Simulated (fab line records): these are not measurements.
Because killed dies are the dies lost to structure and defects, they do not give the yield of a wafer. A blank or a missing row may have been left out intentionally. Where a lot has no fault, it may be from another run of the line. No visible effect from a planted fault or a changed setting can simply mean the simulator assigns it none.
Comparing a struck lot with a sound one / flow sky130 / 14 out of 708 route steps
Sound: the wafers L747.2, L747.3, L747.5. Wafers struck: L760.1, L760.2, L760.6. Last of all comes the cause.
Per side, at each step with rows, come the tool, then ch with its chambers, and then its first start. Under that, the readings that differ: sound wafers / struck wafers / difference of the means / sigmas: that difference in standard deviations of wafers without a fault.
alike: same words and numbers on both sides, and readings whose means sit less than 2 such deviations apart. not compared: any withheld reading, any reading some wafer has no value for, any bound like >300 that may hide the same value, and any number with overlapping values for which the record gives no deviation.
Wherever a step has rows on one side only, a row that says differs or no value, or a row with sigmas, the two part there. Non-overlapping numbers with no deviation appear without sigmas and do not part them. A reading missing from all wafers of one side parts the sides only when that side holds two or more wafers.

SKY_LOCAL_INTERCONNECT_RS_MEAS_01: the measuring method here is four-point-probe.
  sound: film-metro-03 at day 30 19:41; struck: film-metro-01 at day 34 12:05
  alike: LOCAL_INTERCONNECT_TIN_RS
SKY_LOCAL_INTERCONNECT_THK_MEAS_02: measures by xrf.
  sound: film-metro-03 at day 30 19:47; struck: film-metro-01 at day 34 12:13
  alike: LOCAL_INTERCONNECT_TIN_THK
then, 8 steps without rows for these wafers: SKY_LOCAL_INTERCONNECT_DEHYDRATE_03 (time 60 s); SKY_LOCAL_INTERCONNECT_HMDS_04 (prime time 60 s); SKY_LOCAL_INTERCONNECT_COAT_05 (resist thk 60 nm); SKY_LOCAL_INTERCONNECT_COAT_06 (resist thk 450 nm); SKY_LOCAL_INTERCONNECT_SOFTBAKE_07 (time 90 s); SKY_LOCAL_INTERCONNECT_EXPOSE_08 (exposes mask LI1M, target cd 170 nm); SKY_LOCAL_INTERCONNECT_PEB_09; SKY_LOCAL_INTERCONNECT_DEVELOP_10 (develop time 60 s).
SKY_LOCAL_INTERCONNECT_CD_MEAS_11: the cd target is 170 nm.
  sound: cd-sem-01 at day 31 23:25; struck: cd-sem-02 at day 35 14:08
  alike: cd-nm
SKY_LOCAL_INTERCONNECT_OVL_MEAS_12:
  sound: overlay-01 at day 31 23:31; struck: overlay-01 at day 35 14:16
reading=LOCAL_INTERCONNECT_OVL (nm); sound=-4 -11 -5; struck=3 9 5; difference=+12; sigmas=+2
SKY_LOCAL_INTERCONNECT_ETCH_13: etches BARC in N2/H2, stops on SiO2, time 45.9 s, target depth 60 nm.
  sound on rie-metal-03 ch 0,1, day 31 23:32; struck on rie-metal-01 ch 1, day 35 14:17
reading=model.SiO2_of_SONOS_ONO_CVD_04.thk-nm (nm); sound=4.102 4.034 4.044; struck=3.881 3.993 3.884; difference=-0.141; sigmas=
  alike: drypump-motor-current-A, oes-product-au, throttle-valve-pct
  not compared: rf-hours-counter-h
SKY_LOCAL_INTERCONNECT_METAL_ETCH_14: etches TiN in Cl2/BCl3, stops on PSG, target depth 110 nm, time 31.4 s.
  sound on rie-metal-03 ch 0,1, day 31 23:37; struck on rie-metal-01 ch 1, day 35 14:25
  alike: drypump-motor-current-A, oes-product-au, throttle-valve-pct
  not compared: rf-hours-counter-h

WHERE THEY PART
Within this record, at SKY_LOCAL_INTERCONNECT_OVL_MEAS_12 only. Later steps at which nothing parts them and some readings are alike: SKY_LOCAL_INTERCONNECT_ETCH_13, SKY_LOCAL_INTERCONNECT_METAL_ETCH_14.

WHY: what the simulator had put in
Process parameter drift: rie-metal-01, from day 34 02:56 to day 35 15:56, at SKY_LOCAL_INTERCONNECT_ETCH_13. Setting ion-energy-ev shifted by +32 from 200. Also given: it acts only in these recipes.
